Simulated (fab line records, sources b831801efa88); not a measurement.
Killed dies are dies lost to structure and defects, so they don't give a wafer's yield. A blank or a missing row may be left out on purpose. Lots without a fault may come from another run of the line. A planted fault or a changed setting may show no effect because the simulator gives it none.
A struck lot beside a sound one | flow gf180mcu | 43 steps out of a route of 602
Sound: wafers L270.1, L270.2, L270.4. Struck: wafers L280.1, L280.3, L280.5. The cause comes at the end.
At each step with rows: each side's tool, then ch and its chambers, then its first start. Under that, the readings that differ: sound wafers | struck wafers | difference of the means | sigmas: that difference in standard deviations of wafers without a fault.
alike: readings whose means differ by less than 2 such deviations, and words and numbers that are the same on both sides. not compared: withheld readings, readings that some wafer has no value for, bounds like >300 that may hide the same value, and numbers for which the record gives no deviation and whose values overlap.
The two part at a step that has a row with sigmas, a row that says differs or no value, or rows on one side only. Numbers that don't overlap but have no deviation are shown without sigmas and don't part them. A reading that every wafer of one side lacks parts them only if that side has two wafers or more.

first, 1 step without rows for these wafers: GF_STI_OXIDATION_21 (stabilise 600 s, purge 300 s, target thk 15 nm).
GF_STI_THK_MEAS_22:
  sound on film_metro-01, day 2 13:52; struck on film_metro-03, day 4 20:38
  alike: STI_OXIDATION_01_THK
then, 1 step without rows for these wafers: GF_STI_CVD_23 (deposits SiO2, target thk 650 nm, time 108.3 s).
GF_STI_THK_MEAS_24:
  sound on film_metro-02, day 2 14:01; struck on film_metro-02, day 4 20:49
  alike: STI_CVD_23_THK
GF_STI_CMP_25: polishes, stops on Si3N4, t overpolish 33 s, target thk 524.6 nm.
  sound on cmp-02 ch 1,2,3, day 2 14:04; struck on cmp-01 ch 1,2, day 4 20:53
  reading                | sound       | struck      | difference | sigmas
  time_to_endpoint_s (s) | 132 132 127 | 119 118 116 | -13        | -2
  alike: motor_current_A, overpolish_run_s
then, 4 steps without rows for these wafers: GF_STI_WET_ETCH_26 (etches SiO2 in dHF, target depth 94 nm, time 188 s); GF_STI_WET_ETCH_27 (etches Si3N4 in H3PO4, target depth 160 nm, time 1825 s); GF_STI_WET_ETCH_28 (etches SiO2 in dHF, target depth 20 nm, time 40 s); GF_STI_OXIDATION_29 (stabilise 600 s, purge 300 s, target thk 10 nm).
GF_STI_THK_MEAS_30:
  sound on film_metro-03, day 2 16:23; struck on film_metro-02, day 4 23:10
  alike: STI_OXIDATION_02_THK
then, 2 steps without rows for these wafers: GF_DNWELL_DEHYDRATE_00 (time 60 s); GF_DNWELL_HMDS_01 (prime time 60 s).
GF_DNWELL_COAT_02: resist thk 3000 nm.
  sound on litho_track-01 ch 0, day 2 22:14; struck on litho_track-02, day 5 06:08
  no value came back on the struck wafers for chill_plate_temp_C (C), dispense_pressure_kPa (kPa), resist_line_temp_C (C), spin_speed_rpm (rpm); on the sound wafers chill_plate_temp_C (C) reads 23.01 22.99 23.06
then, 5 steps without rows for these wafers: GF_DNWELL_SOFTBAKE_03; GF_DNWELL_EXPOSE_04 (exposes mask DNWELL, target cd 1700 nm); GF_DNWELL_PEB_05; GF_DNWELL_DEVELOP_06 (develop time 60 s); GF_DNWELL_IMPLANT_07.
GF_DNWELL_STRIP_08: strips in O2/N2.
  sound on plasma_asher-04 ch 0,1, day 3 05:32; struck on plasma_asher-01 ch 0, day 5 13:38
  no value came back on the struck wafers for oes_product_au (a.u.), strip_time_to_endpoint_s (s); on the sound wafers oes_product_au (a.u.) reads 0.723 0.722 0.717
  alike: drypump_motor_current_A, heater_power_w
  not compared: rf_hours_counter_h
GF_DNWELL_TW_MEAS_09:
  sound on film_metro-04, day 3 05:38; struck on film_metro-04, day 5 13:44
  alike: DNWELL_TW
then, 7 steps without rows for these wafers: GF_NWELL_DEHYDRATE_00 (time 60 s); GF_NWELL_HMDS_01 (prime time 60 s); GF_NWELL_COAT_02 (resist thk 3000 nm); GF_NWELL_SOFTBAKE_03; GF_NWELL_EXPOSE_04 (exposes mask Nwell, target cd 860 nm); GF_NWELL_PEB_05; GF_NWELL_DEVELOP_06 (develop time 60 s).
GF_NWELL_OVL_MEAS_07:
  sound on overlay-02, day 3 18:28; struck on overlay-01, day 6 05:07
  alike: NWELL_OVL
then, 2 steps without rows for these wafers: GF_NWELL_IMPLANT_08; GF_NWELL_IMPLANT_09.
GF_NWELL_STRIP_10: strips in O2/N2.
  sound on plasma_asher-03 ch 0,1, day 3 18:49; struck on plasma_asher-03 ch 0,1, day 6 05:28
  alike: drypump_motor_current_A, heater_power_w, oes_product_au, strip_time_to_endpoint_s
  not compared: rf_hours_counter_h
GF_NWELL_TW_MEAS_11:
  sound on film_metro-02, day 3 18:55; struck on film_metro-04, day 6 05:53
  reading  | sound          | struck         | difference | sigmas
  NWELL_TW | 1561 1563 1562 | 1822 1825 1815 | +259       | +26
  not compared: hold
then, 6 steps without rows for these wafers: GF_LVPWELL_HMDS_01 (prime time 60 s); GF_LVPWELL_COAT_02 (resist thk 3000 nm); GF_LVPWELL_SOFTBAKE_03; GF_LVPWELL_EXPOSE_04 (exposes mask LVPWELL, target cd 600 nm); GF_LVPWELL_PEB_05; GF_LVPWELL_DEVELOP_06 (develop time 60 s).
GF_LVPWELL_OVL_MEAS_07:
  sound on overlay-01, day 4 07:55; struck on overlay-01, day 6 19:34
  alike: LVPWELL_OVL
then, 2 steps without rows for these wafers: GF_LVPWELL_IMPLANT_08; GF_LVPWELL_IMPLANT_09.
GF_LVPWELL_TW_MEAS_11:
  sound on film_metro-01, day 4 08:22; struck on film_metro-02, day 6 20:14
  reading    | sound       | struck         | difference | sigmas
  LVPWELL_TW | 556 556 558 | 1387 1380 1382 | +826       | +99 or more
  not compared: hold
GF_PASSIVATION_PROBE_99:
  the record has rows for the sound wafers here (prober-02, day 29 12:19) and none for the struck ones

WHERE THEY PART
First at GF_STI_CMP_25; last, within this record, at GF_PASSIVATION_PROBE_99.

WHY: what the simulator had put in
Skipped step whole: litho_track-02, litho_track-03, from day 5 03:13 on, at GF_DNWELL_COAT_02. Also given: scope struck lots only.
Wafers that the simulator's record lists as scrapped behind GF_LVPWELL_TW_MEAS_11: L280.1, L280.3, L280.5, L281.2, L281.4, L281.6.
